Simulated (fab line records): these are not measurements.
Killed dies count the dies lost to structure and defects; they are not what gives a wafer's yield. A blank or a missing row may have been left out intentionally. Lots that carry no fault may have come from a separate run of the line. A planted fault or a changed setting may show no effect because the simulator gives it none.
Chamber matching :: flow sky130 :: 4 sister chambers for SKY_FIELD_ISO_CMP_27 on cmp-01
The step polishes, stops on Si3N4, t overpolish 16 s, target thk 457.8 nm. 4 wafers are shown with their chamber, then 8 later ones without.

== WAFERS WITH THEIR CHAMBER ==
wafer: L087.1
chamber: 3
motor current A (A): 10.8

wafer: L087.2
chamber: 1
motor current A (A): 13.0

wafer: L087.3
chamber: 0
motor current A (A): 10.5

wafer: L087.4
chamber: 2
motor current A (A): 12.2

== WAFERS WITHOUT THEIR CHAMBER ==
wafer: L087.5
motor current A (A): 11.1

wafer: L087.6
motor current A (A): 10.6

wafer: L088.1
motor current A (A): 10.4

wafer: L088.2
motor current A (A): 13.0

wafer: L088.3
motor current A (A): 12.7

wafer: L088.4
motor current A (A): 11.0

wafer: L088.5
motor current A (A): 13.7

wafer: L088.6
motor current A (A): 12.3

== THE CHAMBER EACH PASSED THROUGH ==
wafer: L087.5
from the rows above: can't be placed: 3 or 0
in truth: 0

wafer: L087.6
from the rows above: can't be placed: 0 or 3
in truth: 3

wafer: L088.1
from the rows above: can't be placed: 0 or 3
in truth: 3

wafer: L088.2
from the rows above: 1
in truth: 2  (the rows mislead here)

wafer: L088.3
from the rows above: can't be placed: 1 or 2
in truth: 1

wafer: L088.4
from the rows above: can't be placed: 3 or 0
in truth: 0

wafer: L088.5
from the rows above: 1
in truth: 1

wafer: L088.6
from the rows above: can't be placed: 2 or 1
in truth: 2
Placed correctly: 1 of 8. These rows do not allow placing 6 (true chamber among the candidates in 6). 1 placed wrongly.
How it was worked out, from the rows above alone: a wafer's distance from a chamber is the root of the sum, over the readings, of the square of ((its reading less the chamber's mean) divided by the reading's scatter). If the next closest chamber is less than 2 further off than the closest, the wafer can't be placed; otherwise it belongs to the closest. For every chamber, the mean is computed from those of its wafers that are shown. The scatter (one wafer shown for each chamber): square how far every hidden wafer sits from the nearest shown wafer, average those squares and take the square root.
